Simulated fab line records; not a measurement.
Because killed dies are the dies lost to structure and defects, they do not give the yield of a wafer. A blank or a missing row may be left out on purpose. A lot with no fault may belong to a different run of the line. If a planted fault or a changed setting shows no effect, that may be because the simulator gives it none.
Problem report, 8D (eight disciplines) form, completed by code :: flow sky130 :: the parts of the form that need people (team, actions taken, sign-off) are left out

== 1. WHAT IS WRONG ==
At SKY_VIA1_ETCH_15, bias-w averages 1142 W over 3 wafers from 2 lots, while fault-free wafers read 1200 W, standard deviation 3.9. Relative to the usual mean, that is a shift of -15 standard deviations.
The step: etches SiO2 in C4F8/O2/Ar, stops on TiN, target depth 351 nm, time 54 s.
The first sign was on wafer L339.5 at day 38 03:22, on rie-diel-03. The record holds 36 wafers of 12 lots with a number at this step. Rule for "out" (also "out of limits"): further than 4 standard deviations from the usual mean. The other wafers with a number count as sound.

== 2. WHAT IT IS; WHAT IT IS NOT ==
question: which readings at this step
is: bias-w
is not: -

question: which lots
is: L339, L341
is not: L327, L328, L329, L333, L334, L337, L343, L346, L347, L350

question: which wafers of those lots
is: L339.5, L341.1, L341.6
is not: L339.1, L339.3, L341.2

question: read on which tools
is: rie-diel-03
is not: rie-diel-01, rie-diel-02

question: when
is: from day 38 03:22
is not: up to then (20 sound wafers); but 13 sound wafers of L341, L343, L346, L347, L350 came after

== 3. WHAT RULES OUT EACH SUSPECT ==
Counting: if a tool at a process step up to the reading ran every lot that is out, it stays a suspect. Sound lots after the first of them don't rule it out here, since some wafers of a struck lot are sound.
- rie-diel-03 at SKY_VIA1_ETCH_14 (etches BARC in N2/H2, stops on SiO2, time 45.9 s, target depth 60 nm): kept. It ran every lot that is out, first L339 (day 38 03:19); its last sound lot up to then is L334 (day 36 19:20).
- rie-diel-03 at SKY_VIA1_ETCH_15 (etches SiO2 in C4F8/O2/Ar, stops on TiN, target depth 351 nm, time 54 s): kept. It ran every lot that is out, first L339 (day 38 03:22); its last sound lot up to then is L334 (day 36 19:23). On those wafers its own readings are out: bias-w.
- In rie-diel-03 at SKY_VIA1_ETCH_14, the wafers that are out were processed in chamber 2 and their sound lot-mates in chambers 0, 3.
- In rie-diel-03 at SKY_VIA1_ETCH_15, the wafers that are out were processed in chamber 2 and their sound lot-mates in chambers 0, 3.
Remaining after the count are rie-diel-03 at SKY_VIA1_ETCH_14 and rie-diel-03 at SKY_VIA1_ETCH_15.

== 4. THE CAUSE (what the simulator had put in) ==
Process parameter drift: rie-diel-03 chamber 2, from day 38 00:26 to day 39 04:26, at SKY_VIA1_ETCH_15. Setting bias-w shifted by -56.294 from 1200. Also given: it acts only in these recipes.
This tool is one of the 2 suspects left after counting.

== 5. THE CHAIN OF EFFECTS, in route order ==
One row per reading whose mean, taken over the struck wafers that have a number, lies over 3 standard deviations from the usual. Only readings whose record carries a usual standard deviation are examined. hours: median over the lots of the time between each lot's start at the first step of this table that gives one and its start at this step. sigmas: the change, counted in usual standard deviations.
hours: 0
step: SKY_VIA1_ETCH_15
reading: bias-w
usual: 1200 W
on struck wafers: 1142
change: -58
sigmas: -15
Here are the process steps it includes:
- SKY_VIA1_ETCH_15: etches SiO2 in C4F8/O2/Ar, stops on TiN, target depth 351 nm, time 54 s.
Later measuring or inspecting steps at which every struck wafer that the step has a row for has a number for every such reading, and none has moved that far: SKY_VIA1_RS_MEAS_22.

== 6. WHAT WOULD HAVE CAUGHT IT SOONER ==
In this record no reading fell out of limits until day 38 03:22, 3 hours after the fault had begun at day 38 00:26.
